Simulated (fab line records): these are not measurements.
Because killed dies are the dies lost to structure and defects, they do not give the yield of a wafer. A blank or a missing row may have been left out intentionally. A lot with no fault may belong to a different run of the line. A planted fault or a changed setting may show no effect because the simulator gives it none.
Problem report in the 8D (eight disciplines) form, filled by code -- flow sky130 -- the parts of the form that need people (team, actions taken, sign-off) are left out

== 1. THE PROBLEM ==
Wafers with no fault read 0.9 % with a standard deviation of 0.43, whereas sort_bin_3_pad_short at SKY_PAD_OPEN_PROBE_99 reads a mean of 4.1 % on 1 wafer of 1 lot. Measured from the usual mean, that is +7.4 standard deviations.
The first sign was on wafer L600.3 at day 50 07:39, on prober-01. At this step, 6 wafers from 2 lots have a number in the record. Rule for "out", or "out of limits": more than 4 standard deviations from the usual mean. Any other wafer with a number is counted as sound.

== 2. WHAT IT IS, WHAT IT ISN'T ==
question,is,is not
which readings at this step,"sort_bin_3_pad_short, killed_at_M0_to_M3","killed_at_M4_up, killed_at_contacts, killed_at_front_end, killed_at_other, killed_open, killed_short, sort_bin_6_memory"
which lots,L600,L596
which wafers of those lots,L600.3,"L600.1, L600.5"
read on which tools,prober-01,prober-02
when,from day 50 07:39,up to then (4 sound wafers); but 1 sound wafer of L600 came after

== 3. SUSPECTS, AND WHAT RULES EACH OUT ==
Counting: if a tool at a process step up to the reading ran every lot that is out, it stays a suspect. Sound lots after the first of them don't rule it out here, since some wafers of a struck lot are sound.
- pvd_sputter-03 at SKY_METAL2_SPUTTER_04 (material TiN, target thk 70 nm, time 58.3 s): kept. It ran the lot that is out, L600 (day 40 01:08).
- pvd_sputter-03 at SKY_CAP2M_SPUTTER_02 (material TiN, target thk 200 nm, time 166.7 s): kept. It ran the lot that is out, L600 (day 45 02:48).
- rie_diel-02 at SKY_VIA4_ETCH_12 (etches SiO2 in C4F8/O2/Ar, stops on TiN, target depth 580 nm): kept. It ran the lot that is out, L600 (day 47 19:45).
- prober-01 at SKY_PAD_OPEN_PROBE_99: kept. It ran the lot that is out, L600 (day 50 07:33). Its own readings are out on those wafers: killed_at_M0_to_M3, sort_bin_3_pad_short.
Left after counting: pvd_sputter-03 at SKY_METAL2_SPUTTER_04, pvd_sputter-03 at SKY_CAP2M_SPUTTER_02, rie_diel-02 at SKY_VIA4_ETCH_12, prober-01 at SKY_PAD_OPEN_PROBE_99.

== 4. THE CAUSE (what the simulator had put in) ==
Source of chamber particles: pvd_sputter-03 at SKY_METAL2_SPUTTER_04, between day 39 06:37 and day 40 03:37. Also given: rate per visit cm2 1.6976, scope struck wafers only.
Of the 4 suspects that counting leaves, this tool is one.

== 5. SEQUENCE OF EFFECTS, ordered by route ==
One row per reading whose mean, taken over the struck wafers that have a number, lies over 3 standard deviations from the usual. Scope: only readings with a usual standard deviation given in the record; hours: median across lots of the time from each lot's start at the first step in this table that gives one to its start at this step; sigmas: change in usual standard deviations.
hours,step,reading,usual,on struck wafers,change,sigmas
0,SKY_PAD_OPEN_PROBE_99,defect_limited_yield,82.3 %,74.8,-7.5,-3.9
0,SKY_PAD_OPEN_PROBE_99,killed_at_M0_to_M3,43,83,+40,+5.4
0,SKY_PAD_OPEN_PROBE_99,killed_dies,87,124,+37,+3.9
0,SKY_PAD_OPEN_PROBE_99,sort_bin_3_pad_short,0.9 %,4.1,+3.2,+7.4
0,SKY_PAD_OPEN_PROBE_99,sort_bin_5_function,10.4 %,15.2,+4.8,+3.4
0,SKY_PAD_OPEN_PROBE_99,sort_n_pass,405,368,-37,-3.9
0,SKY_PAD_OPEN_PROBE_99,sort_yield_pct,82.3 %,74.8,-7.5,-3.9
The process steps in it:
- SKY_PAD_OPEN_PROBE_99

== 6. WHAT WOULD HAVE CAUGHT IT SOONER ==
265 hours passed between the start of the fault at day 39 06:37 and the first reading out of limits in this record, taken at day 50 07:39.
An alarm limit of 4 standard deviations would not have fired on the tool readings at SKY_METAL2_SPUTTER_04 for which the record gives a usual standard deviation, since none of them was out on any struck wafer.
All the lots that are out (1) had begun SKY_METAL2_SPUTTER_04 on pvd_sputter-03 by day 50 07:39. Had the tool been put on hold then, not one of them would have been saved.
